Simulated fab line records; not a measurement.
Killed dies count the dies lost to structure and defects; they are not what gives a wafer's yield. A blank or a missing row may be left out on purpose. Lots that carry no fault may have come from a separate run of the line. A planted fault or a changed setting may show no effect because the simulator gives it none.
Lot-split experiment    flow sfq line    route with 325 steps; 5 lots, 23 wafers read

== THE SPLIT ITSELF ==
At SFQ_TRILAYER_M6_ETCH_METAL_ETCH_162 (etches Nb in Cl2/Ar, stops on SiO2, target depth 240 nm, time 120 s), the setting time s was moved away from the recipe's 120 s on 7 of the 23 wafers read, by -11.7% to +13.1%. This setting was run at the recipe's value on the other wafers.

The split's own step is where the reading is taken.

== THE READING ==
KrF_of_TRILAYER_M6_LITHO_COAT_159.thk nm (the simulator's own value, which no gauge read), in nm, at SFQ_TRILAYER_M6_ETCH_METAL_ETCH_162 (etches Nb in Cl2/Ar, stops on SiO2, target depth 240 nm, time 120 s). There is no usual value for it anywhere in the file. Across the 16 wafers here that went through the recipe, the average is 383.6 nm and the standard deviation 4.2 nm.

wafer   tool, chamber at the split  time s as run, s  against the recipe  KrF_of_TRILAYER_M6_LITHO_COAT_159.thk nm, nm  against lot-mates on the recipe
L074.1  rie metal-02, 1             120               recipe              377.4                                         -
L074.4  rie metal-02, 1             120               recipe              378.4                                         -
L074.5  rie metal-02, 1             120               recipe              377.7                                         -
L076.1  rie metal-04, 0             106               -11.7%              397.6                                         +16.1
L076.2  rie metal-04, 1             120               recipe              381                                           -
L076.3  rie metal-04, 1             106               -11.7%              399.8                                         +18.3
L076.4  rie metal-04, 0             120               recipe              380.8                                         -
L076.5  rie metal-04, 0             120               recipe              382.6                                         -
L079.1  rie metal-04, 0             120               recipe              382.4                                         -
L079.2  rie metal-04, 1             127.8             +6.5%               372.1                                         -9.9
L079.3  rie metal-04, 0             127.8             +6.5%               373.8                                         -8.2
L079.4  rie metal-04, 1             127.8             +6.5%               371.7                                         -10.3
L079.6  rie metal-04, 0             120               recipe              381.7                                         -
L080.1  rie metal-01, 0             120               recipe              382.5                                         -
L080.2  rie metal-01, 1             120               recipe              391                                           -
L080.4  rie metal-01, 1             135.7             +13.1%              369.3                                         -18.4
L080.5  rie metal-01, 1             120               recipe              389.6                                         -
L080.6  rie metal-01, 0             135.7             +13.1%              366.1                                         -21.6
L084.1  rie metal-01, 1             120               recipe              389.6                                         -
L084.2  rie metal-01, 0             120               recipe              384.8                                         -
L084.3  rie metal-01, 0             120               recipe              386.2                                         -
L084.4  rie metal-01, 1             120               recipe              388.4                                         -
L084.5  rie metal-01, 0             120               recipe              384.2                                         -

FIT RESULTS
A straight line over all 23 wafers: KrF_of_TRILAYER_M6_LITHO_COAT_159.thk nm changes by -1.32 nm for each +1% of time s; r = -0.90; the points scatter about the line by 3.9 nm.
The same after taking each lot's own level away (the mean of its wafers on the recipe; 23 wafers): -1.5 nm for each +1%; r = -0.98; scatter 1.9 nm.
On that fit, the largest move of time s shifts the reading by 20 nm.
The span of the lots' own levels, 377.83 to 387.70 nm, comes to 2.4 times the standard deviation stated above.
So the lot-to-lot level changes the slope: the two fits differ.
Check: -20 nm against its lot-mates is what the line predicts for one of the wafers moved furthest among these (+13.1%) when that wafer is left out of the fit. Against them it came out at -18.4 nm.

== THESE WAFERS: OTHER SPLITS ==
These wafers also went through other splits before the reading. Each is held against what the fit with the lots' levels taken away leaves over:
other split on the same wafers                wafers away from the commonest value  r with KrF_of_TRILAYER_M6_LITHO_COAT_159.thk nm (lot level and that fit taken away)
SFQ_TRILAYER_C5_LITHO_EXPOSE_152 dose mj      7                                     -0.02
SFQ_TRILAYER_M6_LITHO_COAT_164 resist thk nm  8                                     -0.04
SFQ_TRILAYER_M6_LITHO_PEB_162 peb time s      8                                     +0.00

== FILE'S OWN FIT ==
KrF_of_TRILAYER_M6_LITHO_COAT_159.thk nm changes by -1.5 nm for each +1% of time s, r = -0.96.
